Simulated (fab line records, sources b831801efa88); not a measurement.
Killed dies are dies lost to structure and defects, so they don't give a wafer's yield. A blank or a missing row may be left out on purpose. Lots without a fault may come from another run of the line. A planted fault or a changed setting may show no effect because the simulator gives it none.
fab line records | flow sky130
record lots=10 wafers=30 last_day=50
route steps=708 shown VT_ADJUST_PCH@152 POLY_GATE@204 LDD_P@266
lots that met no fault: from a run of the same line without faults
start_h: hours from the record's first day to the start of the lot's first wafer shown | wait_h: hours since the lot's step before | " the same as in the row above | L1.1+2: a row that stands for several wafers | - no value, or no start given | * or withheld: withheld | < > ~ a bound
route shown NAME@n: a module of which the file shows steps, and the number in the route of the first | usual: mean/standard deviation of fault-free wafers | same: alike in all rows | chamber/n: place in a boat | sites: the reading at each site | _std_site: their standard deviation | _edge_site: outer sites' mean less inner sites' | radius_mm: how far each site lies from the wafer's centre | mask NAME#n: copy n | behind: the tool/chamber that last shaped the wafer | hold: why the lot was held/for how many hours/how that ended | device: the transistor (n, p or np) that didn't switch | end of line: the same wafers' tests at the end of the route | a step without rows: its recipe alone | killed: dies lost to structure and defects at the first sort, not the wafer's yield | map: a wafer's dies, x killed, . not, _ none there
set.NAME: the setting as run; set.NAME@STEP: as run at that earlier step | model.NAME: the simulator's own value behind a step, which no gauge read
steps of the route over a sample of lots; a table a step, a row a wafer
services: from which hour (start_h, from the record's first day; less than 0 if before it) a tool's chamber was out of use, for how many hours, and why
## steps
# step SKY_VT_ADJUST_PCH_STRIP_09
# recipe chemistry=O2/N2 power_w=1400 pressure_mtorr=1500 platen_temp_c=withheld o2_flow_sccm=3000 n2_flow_sccm=300 overash_fraction=0.5
# usual drypump_motor_current_A=5.7/0.43 oes_product_au=0.723/0.0045 strip_time_to_endpoint_s=36.93/0.11
# columns lot.wafer tool chamber start_h wait_h drypump_motor_current_A oes_product_au rf_hours_counter_h strip_time_to_endpoint_s
L940.2 plasma_asher-02 0 233.87 0.1 6.4 0.717 37 37.11
L940.3 " 0 " " 6.4 0.724 - 37.03
L940.4 " 1 " " 5.9 0.730 - 36.97
L941.1 plasma_asher-01 0 241.05 0.1 5.1 0.723 11 37.12
L941.4 " 1 " " 5.9 0.726 - 37.00
L941.5 " 1 " " 5.9 0.719 - 36.94
L942.1 plasma_asher-01 1 255.77 0.1 5.9 0.724 12 36.88
L942.4 " 0 " " 5.1 0.722 - 36.76
L942.6 " 0 " " 5.1 0.728 - 36.86
L944.1 plasma_asher-03 1 268.75 0.1 5.4 0.725 56 36.80
L944.2 " 0 " " 5.4 0.717 56 36.91
L944.6 " 1 " " 5.4 0.726 - 36.95
L946.2 plasma_asher-03 1 287.12 0.1 5.4 0.716 58 37.01
L946.5 " 1 " " 5.4 0.710 - 37.18
L946.6 " 0 " " 5.4 0.728 - 37.06
L948.1 plasma_asher-02 0 294.43 0.1 6.4 0.725 43 36.98
L948.2 " 1 " " 5.9 0.728 43 37.07
L948.5 " 0 " " 6.4 0.723 - 37.14
L951.1 plasma_asher-02 0 321.57 0.1 6.4 0.719 46 36.80
L951.3 " 0 " " 6.4 0.725 - 36.85
L951.6 " 1 " " 5.9 0.725 - 36.94
L953.1 plasma_asher-03 0 335.37 0.1 5.4 0.723 62 36.92
L953.3 " 1 " " 5.4 0.719 - 36.81
L953.6 " 1 " " 5.4 0.728 - 37.01
L956.3 plasma_asher-03 1 362.06 0.1 5.4 0.726 - 36.84
L956.4 " 0 " " 5.4 0.728 - 36.80
L956.5 " 1 " " 5.4 0.718 - 36.77
L959.3 plasma_asher-03 1 380.91 0.1 5.4 0.731 - 36.91
L959.4 " 0 " " 5.4 0.726 - 36.98
L959.6 " 1 " " 5.4 0.727 - 37.01
# step SKY_POLY_GATE_CVD_00
# recipe material=poly-Si target_thk_nm=180 temp_c=620 time_s=720 pressure_mtorr=200
# usual spike_tc_bottom_C=641.4/2.4 spike_tc_centre_C=621.8/1.2 spike_tc_lower_C=621.3/1.1 spike_tc_top_C=638.9/2.3 spike_tc_upper_C=620.6/1.2 susceptor_temp_C=620.00/0.29
# columns lot.wafer tool chamber start_h wait_h spike_tc_bottom_C spike_tc_centre_C spike_tc_lower_C spike_tc_top_C spike_tc_upper_C susceptor_temp_C
L940.2 lpcvd-01 0 319.68 0.0 644.5 623.3 620.8 641.1 622.2 619.84
L940.3 " 0 " " 643.3 621.5 622.0 640.6 619.6 619.91
L940.4 " 0 " " 641.3 622.8 621.9 639.8 621.3 620.46
L941.1 lpcvd-01 0 328.82 0.0 644.2 619.9 622.9 641.4 621.1 620.77
L941.4 " 0 " " 642.9 622.4 622.4 641.2 622.3 620.00
L941.5 " 0 " " 641.9 623.0 618.1 642.0 621.2 620.08
L942.1 lpcvd-01 1 348.37 0.0 640.5 620.9 620.2 637.2 618.9 619.80
L942.4 " 1 " " 640.1 620.3 623.7 637.4 619.1 620.04
L942.6 " 1 " " 640.1 620.1 621.3 636.1 619.3 619.69
L944.1 lpcvd-01 1 360.99 0.0 641.2 619.8 620.7 636.4 617.8 619.76
L944.2 " 1 " " 640.0 623.3 622.9 635.8 619.9 620.09
L944.6 " 1 " " 640.5 620.4 620.9 636.5 620.1 620.20
L946.2 lpcvd-01 1 390.47 0.0 637.6 619.9 624.6 634.8 620.5 620.23
L946.5 " 1 " " 639.1 620.7 621.9 637.9 618.6 619.92
L946.6 " 1 " " 639.2 621.7 621.9 636.3 620.2 620.13
L948.1 lpcvd-01 0 398.19 0.0 640.9 623.5 622.3 639.4 620.9 620.22
L948.2 " 0 " " 642.4 622.9 621.0 640.6 621.3 620.08
L948.5 " 0 " " 644.1 624.9 619.2 640.4 620.1 620.14
L951.1 lpcvd-01 0 428.80 0.0 643.9 622.3 620.0 641.2 621.5 620.24
L951.3 " 0 " " 641.3 621.2 620.7 641.1 620.9 620.06
L951.6 " 0 " " 643.2 622.0 620.8 641.4 619.7 620.10
L953.1 lpcvd-01 0 435.85 0.0 642.8 622.2 622.6 639.8 621.9 619.68
L953.3 " 0 " " 642.8 621.4 621.1 641.8 624.4 620.07
L953.6 " 0 " " 642.7 620.9 621.1 639.4 621.0 620.31
L956.3 lpcvd-01 1 463.32 0.0 629.8 610.0 612.4 628.3 611.2 610.72
L956.4 " 1 " " 629.6 612.0 610.9 627.0 612.2 610.71
L956.5 " 1 " " 630.4 611.7 612.6 627.5 610.7 610.91
L959.3 lpcvd-01 0 480.55 0.8 643.2 620.8 619.0 641.0 622.0 620.77
L959.4 " 0 " " 643.1 623.0 619.0 640.5 618.8 620.49
L959.6 " 0 " " 643.5 622.4 620.4 641.5 621.1 620.32
# step SKY_POLY_GATE_THK_MEAS_01
# recipe reads=poly-Si_of_POLY_GATE_CVD_00
# usual POLY_GATE_CVD_00_THK=180.3/1.3
# columns lot.wafer tool chamber start_h wait_h POLY_GATE_CVD_00_THK[nm]
L940.2 film_metro-03 - 320.89 0.0 180.9
L940.3 " - " " 180.3
L940.4 " - " " 181.6
L941.1 film_metro-04 - 330.02 0.0 180.4
L941.4 " - " " 181.4
L941.5 " - " " 179.8
L942.1 film_metro-02 - 349.57 0.0 181.2
L942.4 " - " " 181.4
L942.6 " - " " 183.1
L944.1 film_metro-03 - 362.79 0.0 178.8
L944.2 " - " " 179.7
L944.6 " - " " 177.6
L946.2 film_metro-02 - 391.68 0.0 181.0
L946.5 " - " " 180.8
L946.6 " - " " 179.9
L948.1 film_metro-02 - 399.39 0.0 181.8
L948.2 " - " " 180.3
L948.5 " - " " 181.2
L951.1 film_metro-03 - 430.00 0.0 181.6
L951.3 " - " " 181.0
L951.6 " - " " 179.5
L953.1 film_metro-03 - 437.08 0.0 179.7
L953.3 " - " " 180.7
L953.6 " - " " 180.0
L956.3 film_metro-04 - 465.14 0.0 144.7
L956.4 " - " " 144.9
L956.5 " - " " 145.2
L959.3 film_metro-03 - 482.37 0.0 179.4
L959.4 " - " " 180.9
L959.6 " - " " 180.0
# step SKY_POLY_GATE_THK_MEAS_04
# recipe reads=Si3N4_of_POLY_GATE_CVD_03
# usual POLY_GATE_CVD_03_THK=75.1/0.58
# columns lot.wafer tool chamber start_h wait_h POLY_GATE_CVD_03_THK[nm]
L940.2 film_metro-04 - 348.87 0.0 75.5
L940.3 " - " " 74.9
L940.4 " - " " 75.7
L941.1 film_metro-03 - 357.80 0.0 76.2
L941.4 " - " " 76.4
L941.5 " - " " 77.0
L942.1 film_metro-02 - 379.71 0.0 74.7
L942.4 " - " " 74.5
L942.6 " - " " 74.6
L944.1 film_metro-03 - 391.31 0.0 75.1
L944.2 " - " " 74.8
L944.6 " - " " 75.2
L946.2 film_metro-02 - 424.15 0.0 75.3
L946.5 " - " " 75.2
L946.6 " - " " 75.3
L948.1 film_metro-04 - 431.98 0.0 74.1
L948.2 " - " " 74.6
L948.5 " - " " 74.3
L951.1 film_metro-03 - 462.57 0.0 75.0
L951.3 " - " " 75.0
L951.6 " - " " 74.8
L953.1 film_metro-02 - 470.02 0.0 75.6
L953.3 " - " " 75.2
L953.6 " - " " 74.9
L956.3 film_metro-02 - 497.44 0.0 73.9
L956.4 " - " " 73.2
L956.5 " - " " 73.5
L959.3 film_metro-04 - 515.87 0.0 75.1
L959.4 " - " " 75.0
L959.6 " - " " 75.0
# step SKY_POLY_GATE_ETCH_17
# recipe target_depth_nm=180 stop_on=SiO2 over_etch_frac=0.56667 chemistry=HBr/Cl2 target=poly-Si icp_w=400 bias_w=100 pressure_mtorr=10 HBr_flow_sccm=150 Cl2_flow_sccm=50 time_s=70.5
# usual HBr_flow_sccm=150.0/0.46 drypump_motor_current_A=5.6/0.58 oes_product_au=0.989/0.0067 throttle_valve_pct=33.684/0.009
# columns lot.wafer tool chamber start_h wait_h HBr_flow_sccm drypump_motor_current_A oes_product_au rf_hours_counter_h throttle_valve_pct
L940.2 rie_si-02 2 376.30 0.0 150.5 5.3 0.993 78 33.676
L940.3 " 1 " " 150.5 5.0 0.987 83 33.678
L940.4 " 3 " " 150.6 6.7 1.001 - 33.673
L941.1 rie_si-01 0 385.70 0.0 149.8 5.7 0.990 2 33.690
L941.4 " 1 " " 149.3 6.0 0.988 3 33.668
L941.5 " 0 " " 149.9 5.7 0.985 - 33.677
L942.1 rie_si-02 1 407.25 0.0 150.5 4.9 0.996 0 33.686
L942.4 " 0 " " 150.3 4.7 0.987 - 33.698
L942.6 " 3 " " 150.2 6.7 1.001 - 33.691
L944.1 rie_si-01 0 419.48 0.0 149.5 5.7 0.979 2 33.676
L944.2 " 3 " " 150.4 6.0 0.978 3 33.686
L944.6 " 0 " " 149.6 5.7 0.986 - 33.686
L946.2 rie_si-01 2 455.05 0.0 150.7 5.6 0.996 39 33.692
L946.5 " 2 " " 150.4 5.6 0.994 - 33.676
L946.6 " 1 " " 150.3 6.0 0.985 - 33.676
L948.1 rie_si-02 2 463.88 0.0 149.9 5.4 0.988 0 33.691
L948.2 " 1 " " 149.0 4.9 0.993 1 33.703
L948.5 " 1 " " 150.1 4.9 0.998 - 33.689
L951.1 rie_si-01 1 494.30 0.0 149.8 6.0 0.994 4 33.666
L951.3 " 2 " " 150.5 5.6 0.988 39 33.679
L951.6 " 1 " " 150.4 6.0 0.982 - 33.681
L953.1 rie_si-02 0 501.73 0.0 149.3 4.8 0.981 1 33.663
L953.3 " 1 " " 150.3 4.9 0.991 1 33.682
L953.6 " 2 " " 150.3 5.3 0.987 - 33.677
L956.3 rie_si-02 2 528.88 0.0 149.9 5.4 0.853 1 33.675
L956.4 " 3 " " 150.2 6.7 0.848 0 33.696
L956.5 " 1 " " 149.8 4.9 0.852 - 33.707
L959.3 rie_si-01 1 547.00 0.0 150.4 6.0 0.979 4 33.685
L959.4 " 3 " " 149.4 6.0 0.988 4 33.688
L959.6 " 2 " " 149.7 5.6 0.981 - 33.676
# step SKY_LDD_P_TW_MEAS_11
# usual LDD_P_TW=632/3.4
# columns lot.wafer tool chamber start_h wait_h LDD_P_TW
L940.2 film_metro-01 - 440.63 0.1 635
L940.3 " - " " 635
L940.4 " - " " 631
L941.1 film_metro-04 - 454.77 0.1 633
L941.4 " - " " 634
L941.5 " - " " 633
L942.1 film_metro-04 - 477.84 0.1 634
L942.4 " - " " 632
L942.6 " - " " 636
L944.1 film_metro-04 - 485.74 0.1 634
L944.2 " - " " 633
L944.6 " - " " 630
L946.2 film_metro-02 - 520.38 0.1 629
L946.5 " - " " 630
L946.6 " - " " 629
L948.1 film_metro-02 - 530.29 0.1 634
L948.2 " - " " 630
L948.5 " - " " 635
L951.1 film_metro-04 - 558.44 0.1 637
L951.3 " - " " 638
L951.6 " - " " 634
L953.1 film_metro-02 - 566.19 0.1 635
L953.3 " - " " 634
L953.6 " - " " 633
L956.3 film_metro-02 - 591.86 0.1 632
L956.4 " - " " 627
L956.5 " - " " 630
L959.3 film_metro-04 - 610.36 0.1 636
L959.4 " - " " 639
L959.6 " - " " 637
## services
# columns tool chamber start_h hours kind
rie_si-02 1 222.49 2.2 repair
plasma_asher-03 - 236.83 0.5 repair
rie_si-01 0 256.48 44.2 repair
plasma_asher-03 - 274.50 0.9 repair
plasma_asher-01 - 277.26 1.2 repair
rie_si-02 0 285.59 2.3 repair
rie_si-02 2 297.50 11.8 repair
lpcvd-01 - 321.08 6.0 pm
plasma_asher-01 - 356.75 6.5 repair
rie_si-02 0 362.53 - clean
rie_si-02 0 362.53 20.6 scheduled_down
rie_si-02 0 362.53 20.6 vent_cycle
rie_si-02 1 383.13 - clean
rie_si-02 1 383.13 22.8 scheduled_down
rie_si-02 1 383.13 22.8 vent_cycle
rie_si-02 0 391.91 8.0 repair
plasma_asher-03 - 421.25 9.0 pm
plasma_asher-03 - 431.08 2.7 repair
lpcvd-01 - 438.65 4.3 pm
rie_si-01 3 463.21 3.3 repair
rie_si-01 - 470.57 14.6 pm
plasma_asher-02 - 477.91 0.9 repair
rie_si-02 - 508.92 2.8 pm
plasma_asher-01 - 541.29 28.1 pm
## key
first_sign step=SKY_POLY_GATE_CVD_00 reading=susceptor_temp_C direction=down sigmas=31 usual=* struck=*
effect step=SKY_POLY_GATE_CVD_00 reading=spike_tc_centre_C direction=down sigmas=8.9 usual=621.8 struck=611.2
effect step=SKY_POLY_GATE_THK_MEAS_01 reading=POLY_GATE_CVD_00_THK direction=down sigmas=28 usual=180.3 struck=144.9
effect step=SKY_POLY_GATE_ETCH_17 reading=oes_product_au direction=down sigmas=21 usual=0.989 struck=0.851
met_at SKY_POLY_GATE_CVD_00
struck_lots L956
struck_wafers L956.3,L956.4,L956.5
tester_left_out L956
not_acting_at SKY_VT_ADJUST_PCH_STRIP_09,SKY_POLY_GATE_THK_MEAS_04,SKY_LDD_P_TW_MEAS_11
onset_between 390.47 463.32
fault kind=process_parameter_drift tool=lpcvd-01 chamber=1 onset_h=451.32 steps=SKY_POLY_GATE_CVD_00 channel=temp_c offset=* shape=step end_h=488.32 stated=*
# tester_left_out: of these lots the tester's yield and bins aren't shown, on N5 and GAA mostly nor the transistor test; their killed dies are dies lost to structure and defects alone, not to doping, threshold or leakage, so they don't give the yield
